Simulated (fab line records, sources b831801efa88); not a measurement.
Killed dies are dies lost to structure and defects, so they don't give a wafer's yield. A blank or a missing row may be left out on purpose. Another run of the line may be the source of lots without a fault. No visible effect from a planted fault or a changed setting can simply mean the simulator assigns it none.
The same fault as seen by 2 desks	flow sky130	numbers are kept per desk, each desk with only its own; the story behind them comes last

== METROLOGY DESK ==
Lot by lot, what the gauges showed, no matter which tool ran the lot: averages of those sampled wafers that carry a number. Marked OUT: a lot whose mean sits more than 4 standard deviations from the usual mean, which makes it out of limits; the brackets give that distance.
Columns: A = cd_nm at SKY_SD_P_CD_MEAS_07, usual 380.2 nm; B = CONTACT_CVD_00_THK at SKY_CONTACT_THK_MEAS_01, usual 75.1 nm
lot	first seen here	A	B
L849	day 25 17:32	382.7	76.4
L850	day 25 22:51	382.6	75.4
L851	day 26 04:18	380.8	75.4
L852	day 26 10:43	380.6	75.5
L854	day 27 04:12	375.9	75.0
L859	day 28 17:33	379.0	75.6
L860	day 29 07:53	450.1 (+29) OUT	74.7
L861	day 29 16:25	446.4 (+28) OUT	75.1
L867	day 31 14:58	378.9	75.1
L868	day 31 18:53	384.1	74.6
L869	day 32 03:36	382.7	75.3
L870	day 32 13:06	379.7	74.4
L871	day 32 19:52	378.4	73.6
L872	day 33 00:36	381.6	75.5
This desk's finding: out of limits on L860, L861; first on L860, day 29 07:53 (cd_nm at SKY_SD_P_CD_MEAS_07). Within limits: L849, L850, L851, L852, L854, L859, L867, L868, L869, L870, L871, L872.

== THE TOOL OWNER'S DESK: litho_track-03 ==
The tool's own readings at SKY_SD_P_COAT_02 (resist thk 1140 nm): means of the sampled wafers that have a number, for each lot that ran on this tool. Marked OUT: a lot whose mean sits more than 4 standard deviations from the usual mean, which makes it out of limits; the brackets give that distance.
Columns: A = dispense_pressure_kPa at SKY_SD_P_COAT_02, usual 53 kPa; B = exhaust_pa at SKY_SD_P_COAT_02, usual 45.0 Pa
lot	first seen here	A	B
L851	day 25 13:19	49	43.5
L852	day 25 20:01	49	44.8
L854	day 26 13:10	49	44.2
L860	day 28 17:35	49	45.9
L861	day 29 01:59	49	44.1
L869	day 31 13:43	49	43.8
This desk's verdict: no lot among the 6 shows anything out of limits.

== ALL TOGETHER ==
Metrology desk: alarm possible at day 29 07:53 on L860, L861.
The desk of the tool owner found nothing out of limits.
On record at the tool owner's desk: L860, L861, within its limits.
The lots listed all ran SKY_SD_P_COAT_02 on litho_track-03.

== WHAT THE SIMULATOR PUT IN ==
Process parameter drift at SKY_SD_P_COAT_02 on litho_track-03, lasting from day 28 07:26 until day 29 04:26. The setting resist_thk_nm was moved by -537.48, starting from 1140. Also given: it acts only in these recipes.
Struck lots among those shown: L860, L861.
Hours from the fault's start to each desk's first reading out of limits: the metrology desk, 24.
